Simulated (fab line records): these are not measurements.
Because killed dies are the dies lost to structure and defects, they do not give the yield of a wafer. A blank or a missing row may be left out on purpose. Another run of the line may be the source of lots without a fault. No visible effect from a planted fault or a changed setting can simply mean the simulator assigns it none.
What tool caused it? || flow sky130 || 14 lots with 42 wafers sampled at 5 steps, on a route of 708 steps

## WHAT THE GAUGES SHOWED, per wafer
SKY_FIELD_ISO_CD_MEAS_13: the cd target is 150 nm. Usual: 149.8 nm for cdNm, sd 1.6.
{"lot": "L138", "measured": "day 2 04:19", "on": "cdSem-02", "cdNm (nm)": "150.9 150.1 151.3", "flag": ""}
{"lot": "L140", "measured": "day 2 16:07", "on": "cdSem-01", "cdNm (nm)": "149.6 151.7 150.2", "flag": ""}
{"lot": "L143", "measured": "day 3 06:25", "on": "cdSem-02", "cdNm (nm)": "147.7 147.4 146.6", "flag": ""}
{"lot": "L144", "measured": "day 3 13:08", "on": "cdSem-01", "cdNm (nm)": "150.5 151.9 150.7", "flag": ""}
{"lot": "L145", "measured": "day 3 18:13", "on": "cdSem-01", "cdNm (nm)": "151.0 152.0 150.9", "flag": ""}
{"lot": "L147", "measured": "day 4 04:38", "on": "cdSem-02", "cdNm (nm)": "150.4 150.2 149.5", "flag": ""}
{"lot": "L154", "measured": "day 5 16:01", "on": "cdSem-01", "cdNm (nm)": "150.4 148.3 149.3", "flag": ""}
{"lot": "L155", "measured": "day 5 21:21", "on": "cdSem-01", "cdNm (nm)": "149.5 151.6 150.6", "flag": ""}
{"lot": "L156", "measured": "day 6 02:18", "on": "cdSem-01", "cdNm (nm)": "151.6 153.4 152.3", "flag": ""}
{"lot": "L157", "measured": "day 6 08:59", "on": "cdSem-01", "cdNm (nm)": "148.7 149.6 150.3", "flag": ""}
{"lot": "L158", "measured": "day 6 12:43", "on": "cdSem-02", "cdNm (nm)": "148.5 148.5 148.1", "flag": ""}
{"lot": "L159", "measured": "day 6 18:55", "on": "cdSem-01", "cdNm (nm)": "151.0 151.0 152.3", "flag": ""}
{"lot": "L160", "measured": "day 6 22:33", "on": "cdSem-01", "cdNm (nm)": "149.1 147.9 148.8", "flag": ""}
{"lot": "L161", "measured": "day 7 05:22", "on": "cdSem-01", "cdNm (nm)": "149.3 149.7 149.0", "flag": ""}

SKY_SONOS_ONO_THK_MEAS_01. Usual: SONOS_ONO_OXIDATION_THK gives 2.59 nm (standard deviation 0.061).
{"lot": "L138", "measured": "day 11 10:41", "on": "filmMetro-03", "SONOS_ONO_OXIDATION_THK (nm)": "2.55 2.54 2.50", "flag": ""}
{"lot": "L140", "measured": "day 12 11:43", "on": "filmMetro-03", "SONOS_ONO_OXIDATION_THK (nm)": "2.58 2.58 2.60", "flag": ""}
{"lot": "L143", "measured": "day 13 04:45", "on": "filmMetro-03", "SONOS_ONO_OXIDATION_THK (nm)": "2.51 2.54 2.50", "flag": ""}
{"lot": "L144", "measured": "day 13 13:19", "on": "filmMetro-02", "SONOS_ONO_OXIDATION_THK (nm)": "2.56 2.61 2.65", "flag": ""}
{"lot": "L145", "measured": "day 13 21:48", "on": "filmMetro-03", "SONOS_ONO_OXIDATION_THK (nm)": "2.53 2.58 2.62", "flag": ""}
{"lot": "L147", "measured": "day 14 12:01", "on": "filmMetro-04", "SONOS_ONO_OXIDATION_THK (nm)": "2.66 2.63 2.62", "flag": ""}
{"lot": "L154", "measured": "day 16 20:10", "on": "filmMetro-03", "SONOS_ONO_OXIDATION_THK (nm)": "2.51 2.52 2.56", "flag": ""}
{"lot": "L155", "measured": "day 17 03:28", "on": "filmMetro-03", "SONOS_ONO_OXIDATION_THK (nm)": "2.51 2.48 2.54", "flag": ""}
{"lot": "L156", "measured": "day 17 09:41", "on": "filmMetro-02", "SONOS_ONO_OXIDATION_THK (nm)": "2.66 2.62 2.61", "flag": ""}
{"lot": "L157", "measured": "day 17 18:02", "on": "filmMetro-04", "SONOS_ONO_OXIDATION_THK (nm)": "2.54 2.60 2.56", "flag": ""}
{"lot": "L158", "measured": "day 18 00:35", "on": "filmMetro-04", "SONOS_ONO_OXIDATION_THK (nm)": "2.54 2.57 2.55", "flag": ""}
{"lot": "L159", "measured": "day 18 07:37", "on": "filmMetro-02", "SONOS_ONO_OXIDATION_THK (nm)": "2.55 2.50 2.54", "flag": ""}
{"lot": "L160", "measured": "day 18 18:05", "on": "filmMetro-04", "SONOS_ONO_OXIDATION_THK (nm)": "2.53 2.55 2.59", "flag": ""}
{"lot": "L161", "measured": "day 19 07:13", "on": "filmMetro-03", "SONOS_ONO_OXIDATION_THK (nm)": "2.45 2.48 2.45", "flag": ""}

SKY_SONOS_ONO_THK_MEAS_05. Usual: SONOS_ONO_CVD_04_THK gives 5.77 nm (standard deviation 0.12).
{"lot": "L138", "measured": "day 11 13:06", "on": "filmMetro-03", "SONOS_ONO_CVD_04_THK (nm)": "5.67 5.72 5.65", "flag": ""}
{"lot": "L140", "measured": "day 12 14:49", "on": "filmMetro-02", "SONOS_ONO_CVD_04_THK (nm)": "5.80 5.76 5.79", "flag": ""}
{"lot": "L143", "measured": "day 13 09:20", "on": "filmMetro-02", "SONOS_ONO_CVD_04_THK (nm)": "5.95 5.92 5.86", "flag": ""}
{"lot": "L144", "measured": "day 13 15:44", "on": "filmMetro-04", "SONOS_ONO_CVD_04_THK (nm)": "5.66 5.76 5.76", "flag": ""}
{"lot": "L145", "measured": "day 14 06:58", "on": "filmMetro-02", "SONOS_ONO_CVD_04_THK (nm)": "6.36 6.39 6.33", "flag": "OFF"}
{"lot": "L147", "measured": "day 14 17:02", "on": "filmMetro-04", "SONOS_ONO_CVD_04_THK (nm)": "6.30 6.36 6.28", "flag": "OFF"}
{"lot": "L154", "measured": "day 16 22:52", "on": "filmMetro-03", "SONOS_ONO_CVD_04_THK (nm)": "5.82 5.81 5.70", "flag": ""}
{"lot": "L155", "measured": "day 17 09:04", "on": "filmMetro-03", "SONOS_ONO_CVD_04_THK (nm)": "5.71 5.64 5.75", "flag": ""}
{"lot": "L156", "measured": "day 17 13:41", "on": "filmMetro-04", "SONOS_ONO_CVD_04_THK (nm)": "5.80 5.74 5.70", "flag": ""}
{"lot": "L157", "measured": "day 17 22:06", "on": "filmMetro-02", "SONOS_ONO_CVD_04_THK (nm)": "5.81 5.81 5.85", "flag": ""}
{"lot": "L158", "measured": "day 18 05:20", "on": "filmMetro-02", "SONOS_ONO_CVD_04_THK (nm)": "5.82 5.80 5.86", "flag": ""}
{"lot": "L159", "measured": "day 18 10:44", "on": "filmMetro-03", "SONOS_ONO_CVD_04_THK (nm)": "5.72 5.64 5.64", "flag": ""}
{"lot": "L160", "measured": "day 18 22:57", "on": "filmMetro-04", "SONOS_ONO_CVD_04_THK (nm)": "5.75 5.73 5.81", "flag": ""}
{"lot": "L161", "measured": "day 19 10:14", "on": "filmMetro-04", "SONOS_ONO_CVD_04_THK (nm)": "5.79 5.77 5.77", "flag": ""}

SKY_POLY_GATE_OVL_MEAS_14. Usual: POLY_GATE_OVL gives 1 nm (standard deviation 5.7).
{"lot": "L138", "measured": "day 16 03:17", "on": "overlay-01", "POLY_GATE_OVL (nm)": "3 -7 3", "flag": ""}
{"lot": "L140", "measured": "day 17 12:52", "on": "overlay-01", "POLY_GATE_OVL (nm)": "3 1 3", "flag": ""}
{"lot": "L143", "measured": "day 18 08:29", "on": "overlay-02", "POLY_GATE_OVL (nm)": "5 5 -7", "flag": ""}
{"lot": "L144", "measured": "day 18 19:40", "on": "overlay-01", "POLY_GATE_OVL (nm)": "-4 -12 2", "flag": ""}
{"lot": "L145", "measured": "day 19 09:29", "on": "overlay-01", "POLY_GATE_OVL (nm)": "6 -3 4", "flag": ""}
{"lot": "L147", "measured": "day 19 21:20", "on": "overlay-01", "POLY_GATE_OVL (nm)": "-4 -5 -9", "flag": ""}
{"lot": "L154", "measured": "day 22 08:25", "on": "overlay-02", "POLY_GATE_OVL (nm)": "-2 3 -2", "flag": ""}
{"lot": "L155", "measured": "day 22 19:24", "on": "overlay-01", "POLY_GATE_OVL (nm)": "-2 8 4", "flag": ""}
{"lot": "L156", "measured": "day 23 00:04", "on": "overlay-01", "POLY_GATE_OVL (nm)": "8 4 -1", "flag": ""}
{"lot": "L157", "measured": "day 23 09:08", "on": "overlay-02", "POLY_GATE_OVL (nm)": "-5 -6 -3", "flag": ""}
{"lot": "L158", "measured": "day 23 15:17", "on": "overlay-01", "POLY_GATE_OVL (nm)": "-4 -8 -6", "flag": ""}
{"lot": "L159", "measured": "day 23 20:25", "on": "overlay-02", "POLY_GATE_OVL (nm)": "3 0 -7", "flag": ""}
{"lot": "L160", "measured": "day 24 08:46", "on": "overlay-02", "POLY_GATE_OVL (nm)": "7 2 -3", "flag": ""}
{"lot": "L161", "measured": "day 24 18:31", "on": "overlay-01", "POLY_GATE_OVL (nm)": "2 -1 3", "flag": ""}

## WHICH TOOL RAN EACH LOT (tool, then ch and the chambers of the sampled wafers, then the start)
{"lot": "L138", "SKY_SONOS_ONO_CVD_04": "lpcvd-03 ch 1, day 11 11:50"}
{"lot": "L140", "SKY_SONOS_ONO_CVD_04": "lpcvd-03 ch 1, day 12 13:34"}
{"lot": "L143", "SKY_SONOS_ONO_CVD_04": "lpcvd-03 ch 0, day 13 08:04"}
{"lot": "L144", "SKY_SONOS_ONO_CVD_04": "lpcvd-03 ch 1, day 13 14:28"}
{"lot": "L145", "SKY_SONOS_ONO_CVD_04": "lpcvd-03 ch 1, day 14 05:43"}
{"lot": "L147", "SKY_SONOS_ONO_CVD_04": "lpcvd-03 ch 1, day 14 15:44"}
{"lot": "L154", "SKY_SONOS_ONO_CVD_04": "lpcvd-03 ch 1, day 16 21:37"}
{"lot": "L155", "SKY_SONOS_ONO_CVD_04": "lpcvd-03 ch 0, day 17 07:49"}
{"lot": "L156", "SKY_SONOS_ONO_CVD_04": "lpcvd-03 ch 1, day 17 12:26"}
{"lot": "L157", "SKY_SONOS_ONO_CVD_04": "lpcvd-03 ch 0, day 17 20:50"}
{"lot": "L158", "SKY_SONOS_ONO_CVD_04": "lpcvd-03 ch 0, day 18 04:05"}
{"lot": "L159", "SKY_SONOS_ONO_CVD_04": "lpcvd-03 ch 1, day 18 09:29"}
{"lot": "L160", "SKY_SONOS_ONO_CVD_04": "lpcvd-03 ch 1, day 18 21:42"}
{"lot": "L161", "SKY_SONOS_ONO_CVD_04": "lpcvd-03 ch 0, day 19 08:59"}
- SKY_SONOS_ONO_CVD_04: deposits SiO2 from SiH4/N2O, target thk 5.7199 nm.

## WHAT THE TOOLS THEMSELVES READ (means of the sampled wafers that have a number; where no wafer has one, the mark that the record gives instead)
The record holds no such reading with a usual standard deviation.

## THE ANSWER, worked out from the rows above alone
Rule: lot off if the mean of its wafers having a number is beyond 3 standard deviations from the usual mean. A lot without any number at a reading at which 4 lots or more have one is off too. All remaining lots with rows at the step are treated as sound. The gauges are gone through in route order, then the tools' own readings, and for those a lot's mean is taken as printed above. The first step at which some lot is off is used, and at that step the reading that is off furthest; a lot without a number counts as furthest.
Off: L145, L147, at SKY_SONOS_ONO_THK_MEAS_05 (SONOS_ONO_CVD_04_THK).
If a tool, at a process step before that reading, ran all the lots that are off and no sound lot after the first of them, it fits. Those tools and the gauges at SKY_SONOS_ONO_THK_MEAS_05 are tried in the same way. No candidate that was tried fits.

## WHAT THE SIMULATOR HAD INSERTED
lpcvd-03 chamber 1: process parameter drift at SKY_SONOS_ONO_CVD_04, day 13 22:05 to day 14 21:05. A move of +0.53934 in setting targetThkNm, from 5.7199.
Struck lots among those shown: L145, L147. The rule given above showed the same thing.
